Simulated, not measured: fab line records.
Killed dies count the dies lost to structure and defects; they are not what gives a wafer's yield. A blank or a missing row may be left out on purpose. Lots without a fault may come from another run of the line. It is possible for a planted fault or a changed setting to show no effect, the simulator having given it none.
Which of the tools did it? -- flow sfq line -- 15 lots, 45 wafers sampled, at 4 steps of a route of 325

== WHAT EACH GAUGE READ, for each wafer ==
SFQ_M0_OVL_MEAS_906. Usual: M0_OVL gives -3 nm (standard deviation 4.8).
lot,measured,on,M0_OVL (nm),flag
L993,day 7 22:13,overlay-02,-3 -10 -3,
L994,day 8 04:12,overlay-02,-14 -11 -8,
L995,day 8 09:00,overlay-02,-4 -3 -4,
L997,day 8 15:00,overlay-01,-6 -1 -3,
L998,day 8 23:25,overlay-01,-7 -10 -8,
L101,day 10 04:12,overlay-01,6 5 4,
L103,day 10 16:12,overlay-01,4 -7 -1,
L104,day 10 22:13,overlay-02,0 -9 -1,
L105,day 11 06:10,overlay-02,-11 -8 -2,
L106,day 11 09:45,overlay-01,6 6 3,
L109,day 12 08:28,overlay-02,-4 -3 -4,
L112,day 13 04:49,overlay-01,-7 -1 3,
L113,day 13 08:25,overlay-02,-3 -4 -7,
L114,day 13 16:49,overlay-01,2 -4 -1,
L115,day 14 00:01,overlay-01,0 4 8,

SFQ_M2_RS_MEAS_914: uses a four-point probe to measure. Usual: M2_NB_RS gives 0.890 ohm/sq (standard deviation 0.01).
lot,measured,on,M2_NB_RS (ohm/sq),flag
L993,day 18 02:31,film metro-04,0.886 0.871 0.871,
L994,day 18 04:49,film metro-01,0.874 0.879 0.887,
L995,day 18 08:26,film metro-01,0.883 0.896 0.876,
L997,day 18 21:38,film metro-03,0.885 0.871 0.867,
L998,day 19 07:14,film metro-03,0.869 0.888 0.890,
L101,day 20 22:41,film metro-01,0.920 0.897 0.903,
L103,day 22 01:35,film metro-03,0.890 0.904 0.905,
L104,day 22 06:25,film metro-03,0.891 0.885 0.875,
L105,day 22 14:49,film metro-03,0.887 0.896 0.884,
L106,day 22 23:11,film metro-01,0.885 0.894 0.883,
L109,day 23 14:50,film metro-04,0.905 0.899 0.903,
L112,day 24 10:01,film metro-04,0.890 0.881 0.888,
L113,day 24 13:35,film metro-04,0.898 0.904 0.906,
L114,day 24 22:04,film metro-04,0.887 0.885 0.889,
L115,day 25 00:25,film metro-03,0.896 0.893 0.885,

== TOOL THAT RAN EACH LOT (tool first, then ch and the chambers of the sampled wafers, then the start) ==
lot,SFQ_TRILAYER_L0_VIA_STRIP_STRIP_017,SFQ_TRILAYER_M1_LITHO_DEVELOP_041
L993,"rie metal-03 ch 0,1, day 5 16:10","litho track-01 ch 0, day 13 11:53"
L994,"rie metal-01 ch 0, day 5 22:03","litho track-01 ch 0, day 13 14:16"
L995,"rie metal-01 ch 0, day 6 02:58","litho track-01 ch 0, day 13 17:52"
L997,"rie metal-03 ch 0,1, day 6 10:10","litho track-01 ch 0, day 14 03:28"
L998,"rie metal-04 ch 0,1, day 6 17:24","litho track-01 ch 0, day 14 14:17"
L101,"rie metal-03 ch 0, day 7 19:06","litho track-03 ch 0, day 15 17:52"
L103,"rie metal-03 ch 0,1, day 8 04:42","litho track-02 ch 0, day 16 14:16"
L104,"rie metal-04 ch 0, day 8 12:06","litho track-03, day 16 17:53"
L105,"rie metal-03 ch 0,1, day 8 17:54","litho track-03, day 17 04:41"
L106,"rie metal-03 ch 0,1, day 8 22:42","litho track-01, day 17 13:04"
L109,"rie metal-04 ch 0, day 9 17:06","litho track-03 ch 0, day 18 06:40"
L112,"rie metal-03 ch 0,1, day 10 09:30","litho track-03 ch 0, day 18 23:26"
L113,"rie metal-03 ch 0, day 10 15:30","litho track-02 ch 0, day 19 02:49"
L114,"rie metal-01 ch 0,1, day 10 22:54","litho track-01 ch 0, day 19 12:35"
L115,"rie metal-01 ch 0,1, day 11 05:54","litho track-03 ch 0, day 19 13:44"
- SFQ_TRILAYER_L0_VIA_STRIP_STRIP_017: strips in O2.
- SFQ_TRILAYER_M1_LITHO_DEVELOP_041: time 60 s.

== AS READ BY THE TOOLS THEMSELVES (means over the sampled wafers that have a number; for cases with no such wafer, the mark the record gives instead) ==
SFQ_TRILAYER_L0_VIA_STRIP_STRIP_017. Usual: drypump motor current A 5.5 A, standard deviation 0.42; oes product au 1.007 a.u., standard deviation 0.0083.
lot,tool,drypump motor current A (A),oes product au (a.u.),flag
L993,rie metal-03,5.2,1.004,
L994,rie metal-01,5.0,1.002,
L995,rie metal-01,5.0,1.007,
L997,rie metal-03,5.2,0.998,
L998,rie metal-04,5.9,1.007,
L101,rie metal-03,5.1,1.013,
L103,rie metal-03,5.2,1.007,
L104,rie metal-04,6.0,1.001,
L105,rie metal-03,5.2,1.003,
L106,rie metal-03,5.2,1.019,
L109,rie metal-04,6.0,1.009,
L112,rie metal-03,5.2,1.010,
L113,rie metal-03,5.1,1.010,
L114,rie metal-01,5.3,1.010,
L115,rie metal-01,5.3,1.013,

SFQ_TRILAYER_M1_LITHO_DEVELOP_041. Usual: chill plate temp C 23.02 C, standard deviation 0.096; exhaust pa 45.1 Pa, standard deviation 1.
lot,tool,chill plate temp C (C),exhaust pa (Pa),flag
L993,litho track-01,22.97,46.6,
L994,litho track-01,22.97,43.8,
L995,litho track-01,23.01,46.2,
L997,litho track-01,23.02,44.7,
L998,litho track-01,22.97,43.9,
L101,litho track-03,22.89,45.8,
L103,litho track-02,22.91,45.5,
L104,litho track-03,-,-,OFF
L105,litho track-03,-,-,OFF
L106,litho track-01,-,-,OFF
L109,litho track-03,23.02,44.8,
L112,litho track-03,22.94,44.8,
L113,litho track-02,22.97,46.3,
L114,litho track-01,23.14,46.1,
L115,litho track-03,22.91,45.4,

== THE ANSWER, worked out from the rows above alone ==
Rule: lot off if the mean of its wafers having a number is beyond 3 standard deviations from the usual mean. A lot without any number at a reading at which 4 lots or more have one is off too. All remaining lots with rows at the step are treated as sound. After the gauges, taken in route order, come the tools' own readings; for these a lot's mean is taken, as printed above. The first step at which some lot is off is used, and at that step the reading that is off furthest; a lot without a number counts as furthest.
Off at SFQ_TRILAYER_M1_LITHO_DEVELOP_041 (chill plate temp C): L104, L105, L106. Without a number there: L104, L105, L106.
A tool fits if, at that step or a process step before it, it ran every lot that is off, and no sound lot after the first of them. None of those tried fits.

== WHAT HAD BEEN PUT IN BY THE SIMULATOR ==
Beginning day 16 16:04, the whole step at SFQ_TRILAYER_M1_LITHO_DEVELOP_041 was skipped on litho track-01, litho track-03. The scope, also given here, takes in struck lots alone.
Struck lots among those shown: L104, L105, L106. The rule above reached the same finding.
